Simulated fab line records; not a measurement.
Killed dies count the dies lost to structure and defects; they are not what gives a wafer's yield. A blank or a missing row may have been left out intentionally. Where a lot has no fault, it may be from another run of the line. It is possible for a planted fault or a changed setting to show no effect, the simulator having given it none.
Comparing a struck lot with a sound one + flow gf180mcu + 19 steps out of a route of 602
Sound: these wafers, L612.3, L612.4, L612.5. Struck: wafers L619.4, L619.6. (L619.1 of the same lot was not struck and is left out.) The cause comes at the end.
Each step with rows lists, per side, the tool, then ch with its chambers, then its first start. Under that, the readings that differ: sound wafers + struck wafers + difference of the means + sigmas: that difference in standard deviations of wafers without a fault.
alike: readings whose means differ by less than 2 such deviations, and words and numbers that are the same on both sides. not compared: withheld readings, readings that some wafer has no value for, bounds like >300 that may hide the same value, and numbers for which the record gives no deviation and whose values overlap.
The two part at a step that has a row with sigmas, a row that says differs or no value, or rows on one side only. Numbers that don't overlap but have no deviation are shown without sigmas and don't part them. Lack of a reading on every wafer of one side parts them only where that side has two or more wafers.

GF_SALICIDE_RTA_06: time 30 s.
  sound on rtp-anneal-01 ch 0, day 17 20:46; struck on rtp-anneal-01 ch 0, day 20 09:46
  alike: lamp-power-pct, wafer_temp_C_max
then, 1 step without rows for these wafers: GF_SALICIDE_WET_ETCH_07 (etches the open film in SPM, target depth 120 nm).
GF_SALICIDE_RTA_08: time 30 s.
  sound on rtp-anneal-02 ch 0, day 17 20:59; struck on rtp-anneal-02 ch 0, day 20 09:57
| reading          | sound             | struck      | difference | sigmas |
|------------------|-------------------|-------------|------------|--------|
| wafer_temp_C_max | 802.2 802.3 801.9 | 803.5 804.3 | +1.8       | +3     |
  alike: lamp-power-pct
then, 1 step without rows for these wafers: GF_CONTACT_CVD_00 (deposits SiO2, target thk 300 nm, time 50 s).
GF_CONTACT_THK_MEAS_01:
  sound on film-metro-01, day 17 21:07; struck on film-metro-04, day 20 10:06
  alike: CONTACT_CVD_00_THK
GF_CONTACT_CVD_02: deposits SiO2 from TEOS, target thk 860 nm, time 95.992 s.
  sound on pecvd-01 ch 0,1,2, day 17 21:09; struck on pecvd-01 ch 1,2, day 20 10:10
  alike: heater-power-w, susceptor-temp-C
GF_CONTACT_THK_MEAS_03:
  sound on film-metro-04, day 17 21:14; struck on film-metro-02, day 20 10:14
  alike: CONTACT_CVD_02_THK
GF_CONTACT_CMP_04: polishes SiO2.
  sound on cmp-02 ch 0,2,3, day 17 21:20; struck on cmp-01 ch 0, day 20 10:17
  alike: motor-current-A, time-to-endpoint-s
GF_CONTACT_BOW_MEAS_05:
  sound on film-metro-01, day 17 21:37; struck on film-metro-04, day 20 10:35
  alike: CONTACT_BOW
then, 3 steps without rows for these wafers: GF_CONTACT_DEHYDRATE_06 (time 60 s); GF_CONTACT_HMDS_07 (prime time 60 s); GF_CONTACT_COAT_08.
GF_CONTACT_COAT_09: resist thk 1000 nm.
  sound on litho-track-01 ch 0, day 18 09:00; struck on litho-track-01 ch 0, day 20 22:00
| reading                                  | sound           | struck    | difference | sigmas |
|------------------------------------------|-----------------|-----------|------------|--------|
| model.KrF_of_CONTACT_COAT_09.thk-nm (nm) | 1001 1003 998.8 | 1014 1013 | +13        |        |
then, 3 steps without rows for these wafers: GF_CONTACT_SOFTBAKE_10 (time 60 s); GF_CONTACT_EXPOSE_11 (exposes mask Contact, target cd 220 nm); GF_CONTACT_PEB_12 (peb time 90 s).
GF_CONTACT_DEVELOP_13: develop time 60 s.
  sound on litho-track-03 ch 0, day 18 21:16; struck on litho-track-01 ch 0, day 21 10:36
| reading                                  | sound             | struck    | difference | sigmas |
|------------------------------------------|-------------------|-----------|------------|--------|
| model.KrF_of_CONTACT_COAT_09.thk-nm (nm) | 985.7 988.4 983.9 | 999.4 998 | +12.7      |        |
GF_CONTACT_CD_MEAS_14: the cd target is 220 nm.
  sound on cd-sem-01, day 18 21:24; struck on cd-sem-02, day 21 10:45
  alike: cd-nm
GF_PASSIVATION_PROBE_99:
  the record holds rows for the sound wafers here (prober-01, day 31 07:23) but none for the struck ones

== WHERE THEY PART ==
At GF_SALICIDE_RTA_08 first; at GF_PASSIVATION_PROBE_99 last (within this record only).

WHY: what the simulator had put in
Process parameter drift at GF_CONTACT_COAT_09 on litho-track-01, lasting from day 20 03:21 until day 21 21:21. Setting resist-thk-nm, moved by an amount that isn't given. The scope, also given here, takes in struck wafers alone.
